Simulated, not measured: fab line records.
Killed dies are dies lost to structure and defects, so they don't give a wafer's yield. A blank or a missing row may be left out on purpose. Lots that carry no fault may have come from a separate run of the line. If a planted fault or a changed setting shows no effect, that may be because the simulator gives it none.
8D (eight disciplines) problem report, filled in by code + flow sfq-line + the parts of the form that need people (team, actions taken, sign-off) are left out

## 1. PROBLEM STATEMENT
Wafers with no fault read 0.685 a.u. with a standard deviation of 0.0049, whereas oes-product-au at SFQ_TRILAYER_I4_VIA_BARC_OPEN_VIA_ETCH_146 reads a mean of 0.665 a.u. on 1 wafer of 1 lot. That puts it -4.1 standard deviations away from the usual mean.
The step: etches BARC in O2, target depth 125 nm, time 41.7 s.
First observed at day 64 15:42: wafer L948.1, on rie-diel-03. At this step, 37 wafers from 13 lots have a number in the record. Rule for "out", or "out of limits": more than 4 standard deviations from the usual mean. All remaining wafers that have a number are taken as sound.

## 2. WHAT IT IS AND WHAT IT IS NOT
| question                    | is                | is not                                                                                                                    |
|-----------------------------|-------------------|---------------------------------------------------------------------------------------------------------------------------|
| which readings at this step | oes-product-au    | chamber-pressure-mTorr, drypump-motor-current-A                                                                           |
| which lots                  | L948              | L939, L945, L950, L952, L953, L954, L956, L957, L958, L959, L960, L961                                                    |
| which wafers of those lots  | L948.1            | L948.2, L948.3                                                                                                            |
| read on which tools         | rie-diel-03       | rie-diel-01, rie-diel-04                                                                                                  |
| when                        | from day 64 15:42 | up to then (6 sound wafers); but 30 sound wafers of L950, L952, L953, L954, L956, L957, L958, L959, L960, L961 came after |

## 3. SUSPECTS, AND WHAT RULES EACH OUT
Counting: any tool at a process step up to the reading remains a suspect provided it ran every lot that is out. Sound lots after the first of them don't rule it out here, since some wafers of a struck lot are sound.
- litho-track-04 at SFQ_TRILAYER_I4_VIA_LITHO_COAT_108 (resist thk 62 nm): kept. It ran the lot that is out, L948 (day 60 05:41); its last sound lot up to then is L945 (day 59 14:16).
- rie-diel-03 at SFQ_TRILAYER_I4_VIA_BARC_OPEN_VIA_ETCH_146 (etches BARC in O2, target depth 125 nm, time 41.7 s): kept. It ran the lot that is out, L948 (day 64 15:42); its last sound lot up to then is L939 (day 60 02:08). On those wafers its own readings are out: oes-product-au.
- At SFQ_TRILAYER_I4_VIA_BARC_OPEN_VIA_ETCH_146, inside rie-diel-03: chamber 3 took the wafers that are out, while their sound lot-mates went through chambers 1, 2.
Remaining after the count are litho-track-04 at SFQ_TRILAYER_I4_VIA_LITHO_COAT_108 and rie-diel-03 at SFQ_TRILAYER_I4_VIA_BARC_OPEN_VIA_ETCH_146.

## 4. THE CAUSE (what the simulator had put in)
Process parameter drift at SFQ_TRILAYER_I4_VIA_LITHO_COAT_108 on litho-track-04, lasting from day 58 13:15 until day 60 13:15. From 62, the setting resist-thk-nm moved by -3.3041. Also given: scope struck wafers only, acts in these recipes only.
This tool is one of the 2 suspects left after counting.

## 5. THE CHAIN OF EFFECTS, in route order
Each row: a reading where the mean over the struck wafers with a number is more than 3 standard deviations away from the usual. Readings are gone through only where the record gives a usual standard deviation; hours: the median, over the lots, of the time from a lot's start at the first step in this table giving one to that lot's start at this step; sigmas: the change measured in usual standard deviations.
| hours | step                                       | reading        | usual      | on struck wafers | change | sigmas |
|-------|--------------------------------------------|----------------|------------|------------------|--------|--------|
| 0     | SFQ_TRILAYER_I4_VIA_BARC_OPEN_VIA_ETCH_146 | oes-product-au | 0.685 a.u. | 0.665            | -0.020 | -4.1   |
Its process steps:
- SFQ_TRILAYER_I4_VIA_BARC_OPEN_VIA_ETCH_146: etches BARC in O2, target depth 125 nm, time 41.7 s.
Later steps that measure or inspect, where all struck wafers having a row at the step show a number for every such reading and not one has moved that far: SFQ_I7_BOW_MEAS_946.

## 6. HOW IT WOULD HAVE BEEN CAUGHT EARLIER
First out-of-limits reading in this record: day 64 15:42, which is 146 hours after fault onset at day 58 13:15.
Each of the lots that are out, 1 in all, had begun SFQ_TRILAYER_I4_VIA_LITHO_COAT_108 on litho-track-04 no later than day 64 15:42. Tool hold at that time: it would have spared none of them.
